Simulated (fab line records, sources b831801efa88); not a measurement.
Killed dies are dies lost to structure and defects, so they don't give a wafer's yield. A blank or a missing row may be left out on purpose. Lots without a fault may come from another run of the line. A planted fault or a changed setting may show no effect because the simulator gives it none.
Which tool did it? | flow gf180mcu | 10 lots, 30 wafers sampled, at 5 steps of a route of 602

WHAT THE GAUGES READ, wafer by wafer
GF_V2_THK_MEAS_01. Usual: V2_CVD_00_THK 603 nm, standard deviation 4.5.
lot  | measured     | on            | V2_CVD_00_THK (nm) | flag
L819 | day 19 12:40 | film_metro-01 | 597 604 603        |
L821 | day 20 16:25 | film_metro-04 | 591 601 607        |
L823 | day 21 00:07 | film_metro-02 | 600 602 603        |
L825 | day 21 22:22 | film_metro-02 | 611 609 604        |
L828 | day 22 22:13 | film_metro-01 | 600 609 605        |
L836 | day 25 13:10 | film_metro-04 | 606 608 613        |
L837 | day 26 00:26 | film_metro-04 | 599 595 606        |
L839 | day 26 13:41 | film_metro-02 | 600 601 602        |
L840 | day 26 20:30 | film_metro-04 | 609 605 603        |
L841 | day 27 01:46 | film_metro-04 | 592 599 605        |

GF_V2_RS_MEAS_24: measures by four-point-probe. Usual: V2_W_RS 0.3291 ohm/sq, standard deviation 0.0029.
lot  | measured     | on            | V2_W_RS (ohm/sq)     | flag
L819 | day 20 14:05 | film_metro-04 | 0.3284 0.3307 0.3283 |
L821 | day 21 18:05 | film_metro-01 | 0.3331 0.3297 0.3316 |
L823 | day 22 02:07 | film_metro-04 | 0.3347 0.3298 0.3313 |
L825 | day 22 22:59 | film_metro-01 | 0.3688 0.3781 0.3270 | OFF
L828 | day 23 22:40 | film_metro-04 | 0.3752 0.3335 0.3297 | OFF
L836 | day 26 11:49 | film_metro-01 | 0.3267 0.3292 0.3308 |
L837 | day 26 22:29 | film_metro-04 | 0.3347 0.3283 0.3307 |
L839 | day 27 11:43 | film_metro-04 | 0.3347 0.3303 0.3320 |
L840 | day 27 17:49 | film_metro-02 | 0.3257 0.3265 0.3272 |
L841 | day 27 23:32 | film_metro-02 | 0.3229 0.3262 0.3246 |

GF_V2_THK_MEAS_25: measures by xrf. Usual: V2_W_THK 352 nm, standard deviation 4.6.
lot  | measured     | on            | V2_W_THK (nm) | flag
L819 | day 20 14:10 | film_metro-04 | 356 354 354   |
L821 | day 21 18:12 | film_metro-01 | 347 350 347   |
L823 | day 22 02:13 | film_metro-04 | 351 355 350   |
L825 | day 22 23:07 | film_metro-01 | 314 306 352   | OFF
L828 | day 23 22:46 | film_metro-04 | 309 348 350   | OFF
L836 | day 26 11:56 | film_metro-01 | 355 352 351   |
L837 | day 26 22:37 | film_metro-04 | 348 352 349   |
L839 | day 27 11:50 | film_metro-04 | 349 356 353   |
L840 | day 27 17:55 | film_metro-02 | 355 352 351   |
L841 | day 27 23:37 | film_metro-02 | 357 356 356   |

WHICH TOOL RAN EACH LOT (tool, then ch and the chambers of the sampled wafers, then the start)
lot  | GF_V2_ETCH_17                                 | GF_V2_CVD_23
L819 | rie_diel-04 ch 0,2,3, day 20 13:57 or earlier | cvd_w-01 ch 0,1, day 20 13:57
L821 | rie_diel-03 ch 1,2,3, day 21 17:58 or earlier | cvd_w-02 ch 0,1, day 21 17:58
L823 | rie_diel-03 ch 0,3, day 22 01:58 or earlier   | cvd_w-01 ch 0,1, day 22 01:58
L825 | rie_diel-03 ch 0,1, day 22 22:53 or earlier   | cvd_w-01 ch 0,1, day 22 22:53
L828 | rie_diel-02 ch 2,3, day 23 22:31 or earlier   | cvd_w-01 ch 0,1, day 23 22:31
L836 | rie_diel-02 ch 0,3, day 26 11:41 or earlier   | cvd_w-02 ch 0,1, day 26 11:41
L837 | rie_diel-03 ch 0,3, day 26 22:23 or earlier   | cvd_w-02 ch 0,1, day 26 22:23
L839 | rie_diel-02 ch 0,1,2, day 27 11:37 or earlier | cvd_w-01 ch 0,1, day 27 11:37
L840 | rie_diel-03 ch 1,2, day 27 17:43 or earlier   | cvd_w-01 ch 0,1, day 27 17:43
L841 | rie_diel-02 ch 1,2,3, day 27 23:24 or earlier | cvd_w-01 ch 0,1, day 27 23:24
- GF_V2_ETCH_17: etches SiO2 in C4F8/O2/Ar, stops on TiN, target depth 630 nm.
- GF_V2_CVD_23: deposits W, target thk 350 nm, time 104.94 s.

WHAT THE TOOLS THEMSELVES READ (means of the sampled wafers that have a number; where no wafer has one, the mark that the record gives instead)
GF_V2_ETCH_17. Usual: chamber_pressure_mTorr 40.00 mTorr, standard deviation 0.038; oes_product_au 0.856 a.u., standard deviation 0.0047.
lot  | tool        | chamber_pressure_mTorr (mTorr) | oes_product_au (a.u.) | flag
L819 | rie_diel-04 | 40.05                          | 0.853                 |
L821 | rie_diel-03 | 40.03                          | 0.858                 |
L823 | rie_diel-03 | 40.00                          | 0.854                 |
L825 | rie_diel-03 | 40.01                          | 0.854                 |
L828 | rie_diel-02 | 40.00                          | 0.859                 |
L836 | rie_diel-02 | 39.99                          | 0.853                 |
L837 | rie_diel-03 | 40.00                          | 0.858                 |
L839 | rie_diel-02 | 40.00                          | 0.856                 |
L840 | rie_diel-03 | 40.00                          | 0.859                 |
L841 | rie_diel-02 | 40.00                          | 0.859                 |

GF_V2_CVD_23. Usual: chamber_pressure_Torr 40.01 Torr, standard deviation 0.084; heater_power_w 909 W, standard deviation 72; susceptor_temp_C 399.96 C, standard deviation 0.24.
lot  | tool     | chamber_pressure_Torr (Torr) | heater_power_w (W) | susceptor_temp_C (C) | flag
L819 | cvd_w-01 | 39.98                        | 954                | 400.15               |
L821 | cvd_w-02 | 40.03                        | 832                | 399.51               |
L823 | cvd_w-01 | 40.00                        | 935                | 399.83               |
L825 | cvd_w-01 | 34.09                        | 947                | 399.91               | OFF
L828 | cvd_w-01 | 37.14                        | 989                | 399.89               | OFF
L836 | cvd_w-02 | 39.98                        | 853                | 399.81               |
L837 | cvd_w-02 | 40.04                        | 829                | 400.33               |
L839 | cvd_w-01 | 40.04                        | 974                | 399.88               |
L840 | cvd_w-01 | 39.99                        | 943                | 399.84               |
L841 | cvd_w-01 | 40.09                        | 947                | 400.21               |

THE ANSWER, worked out from the rows above alone
Rule: a lot is off if the mean of its wafers that have a number lies more than 3 standard deviations from the usual mean. A lot without any number at a reading at which 4 lots or more have one is off too. The other lots that the step has rows for count as sound. The gauges are gone through in route order, then the tools' own readings, and for those a lot's mean is taken as printed above. The first step at which some lot is off is used, and at that step the reading that is off furthest; a lot without a number counts as furthest.
Off: L825, L828, at GF_V2_RS_MEAS_24 (V2_W_RS).
A tool fits if, at a process step before that reading, it ran every lot that is off, and no sound lot after the first of them. The gauges at GF_V2_RS_MEAS_24 aren't tried: what is off there is off at GF_V2_CVD_23 too, on other tools, and a gauge's error can't cause that. GF_V2_ETCH_17 gives no start for some lots, so the hours and the order of its lots are those of GF_V2_CVD_23. None of those tried fits.

WHAT THE SIMULATOR HAD PUT IN
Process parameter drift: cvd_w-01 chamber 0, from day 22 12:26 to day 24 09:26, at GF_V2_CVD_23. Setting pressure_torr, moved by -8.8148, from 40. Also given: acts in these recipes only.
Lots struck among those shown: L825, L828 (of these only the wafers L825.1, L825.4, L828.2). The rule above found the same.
